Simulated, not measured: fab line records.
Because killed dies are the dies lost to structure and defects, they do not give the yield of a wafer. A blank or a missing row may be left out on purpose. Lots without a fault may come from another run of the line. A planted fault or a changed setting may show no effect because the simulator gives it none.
Split-lot trial ; flow gf180mcu ; 23 wafers read from 5 lots, route of 602 steps

## SPLIT DETAILS
At GF_V4_SPUTTER_22 (material TiN, target thk 10 nm, time 40 s), the setting chamber_pressure_pa was moved away from the recipe's 5 Pa on 15 of the 23 wafers read, by -10.9% to +12.5%. This setting was run at the recipe's value on the other wafers.

The reading comes from the split's own step.

## THE READING
TiN_of_V4_SPUTTER_22.thk_nm (the simulator's own value, which no gauge read), in nm, at GF_V4_SPUTTER_22 (material TiN, target thk 10 nm, time 40 s). The file gives no usual value for it. Across the 8 wafers here that went through the recipe, the average is 10.131 nm and the standard deviation 0.14 nm.

wafer;tool, chamber at the split;chamber_pressure_pa as run, Pa;against the recipe;TiN_of_V4_SPUTTER_22.thk_nm, nm;against lot-mates on the recipe
L074.3;pvd_sputter-02, -;5;recipe;10.21;-
L074.4;pvd_sputter-02, -;5;recipe;10.36;-
L074.5;pvd_sputter-02, -;5;recipe;10.31;-
L079.1;pvd_sputter-03, -;5;recipe;10.1;-
L079.3;pvd_sputter-03, -;5;recipe;10.04;-
L079.4;pvd_sputter-03, -;5;recipe;9.895;-
L079.5;pvd_sputter-03, -;5;recipe;10.06;-
L079.6;pvd_sputter-03, -;5;recipe;10.07;-
L080.1;pvd_sputter-02, -;4.456;-10.9%;11.11;no lot-mate on the recipe
L080.2;pvd_sputter-02, -;4.456;-10.9%;11.18;no lot-mate on the recipe
L080.3;pvd_sputter-02, -;4.456;-10.9%;11.08;no lot-mate on the recipe
L080.5;pvd_sputter-02, -;4.456;-10.9%;11.07;no lot-mate on the recipe
L080.6;pvd_sputter-02, -;4.456;-10.9%;11.1;no lot-mate on the recipe
L081.1;pvd_sputter-02, -;4.805;-3.9%;10.49;no lot-mate on the recipe
L081.3;pvd_sputter-02, -;4.805;-3.9%;10.46;no lot-mate on the recipe
L081.4;pvd_sputter-02, -;4.805;-3.9%;10.42;no lot-mate on the recipe
L081.5;pvd_sputter-02, -;4.805;-3.9%;10.35;no lot-mate on the recipe
L081.6;pvd_sputter-02, -;4.805;-3.9%;10.45;no lot-mate on the recipe
L082.2;pvd_sputter-02, -;5.624;+12.5%;8.835;no lot-mate on the recipe
L082.3;pvd_sputter-02, -;5.624;+12.5%;8.971;no lot-mate on the recipe
L082.4;pvd_sputter-02, -;5.624;+12.5%;8.921;no lot-mate on the recipe
L082.5;pvd_sputter-02, -;5.624;+12.5%;9.004;no lot-mate on the recipe
L082.6;pvd_sputter-02, -;5.624;+12.5%;8.889;no lot-mate on the recipe

THE FIT
A straight line over all 23 wafers: TiN_of_V4_SPUTTER_22.thk_nm changes by -0.0931 nm for each +1% of chamber_pressure_pa; r = -0.99; the points scatter about the line by 0.1 nm.
Too few moved wafers with a lot-mate on the recipe to fit a line net of each lot's own level.

## THE FILE'S OWN FIT
TiN_of_V4_SPUTTER_22.thk_nm changes by -0.0932 nm for each +1% of chamber_pressure_pa, r = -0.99.
